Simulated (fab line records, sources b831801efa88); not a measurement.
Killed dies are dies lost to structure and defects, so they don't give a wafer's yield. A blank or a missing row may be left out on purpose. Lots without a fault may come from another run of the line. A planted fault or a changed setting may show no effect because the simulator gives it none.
Which tool did it? | flow gf180mcu | 11 lots, 33 wafers sampled, at 1 step of a route of 602

WHAT THE GAUGES READ, wafer by wafer
GF_VT_IMPLANT_OVL_MEAS_40.
lot  | measured     | on         | VT_IMPLANT_03_OVL (nm)
L958 | day 7 11:34  | overlay-01 | -0.8 -0.9 -0.4
L960 | day 8 02:49  | overlay-01 | 0.3 -0.1 -0.2
L961 | day 8 08:16  | overlay-01 | -0.8 -0.5 -1.7
L964 | day 9 01:35  | overlay-02 | -1.1 -0.9 -0.3
L966 | day 9 20:31  | overlay-01 | 0.3 -1.2 -0.4
L967 | day 10 01:23 | overlay-01 | 0.4 -1.1 -1.4
L969 | day 10 17:22 | overlay-01 | -0.4 1.2 -1.2
L977 | day 12 19:49 | overlay-02 | 0.0 -0.5 0.2
L979 | day 13 12:53 | overlay-01 | -0.1 -1.5 -0.7
L980 | day 13 16:16 | overlay-01 | -1.3 -0.8 -1.1
L981 | day 14 04:46 | overlay-02 | -1.2 -2.1 -1.0

WHICH TOOL RAN EACH LOT (tool, then ch and the chambers of the sampled wafers, then the start)
The record holds no process step before these readings.

WHAT THE TOOLS THEMSELVES READ (means of the sampled wafers that have a number; where no wafer has one, the mark that the record gives instead)
The record holds no such reading with a usual standard deviation.

THE ANSWER, worked out from the rows above alone
Rule: what is usual is taken from the lots themselves. Put in order of their means at a reading, lots are off if they are a third of the lots or fewer, leave a main group of 4 or more, and stand apart from it by a gap of 3 or more times the standard deviation of the main group's means; of several such gaps the widest counts. A main group whose means are all the same, to the digits that the tables above print for the reading, isn't used. A lot without any number at a reading at which 4 lots or more have one is off too. The other lots that the step has rows for count as sound. The gauges are gone through in route order, then the tools' own readings, and for those a lot's mean is taken as printed above. The first step at which some lot is off is used, and at that step the reading that is off furthest; a lot without a number counts as furthest.
No lot is off at any reading shown: from this, nothing can be told.

WHAT THE SIMULATOR HAD PUT IN
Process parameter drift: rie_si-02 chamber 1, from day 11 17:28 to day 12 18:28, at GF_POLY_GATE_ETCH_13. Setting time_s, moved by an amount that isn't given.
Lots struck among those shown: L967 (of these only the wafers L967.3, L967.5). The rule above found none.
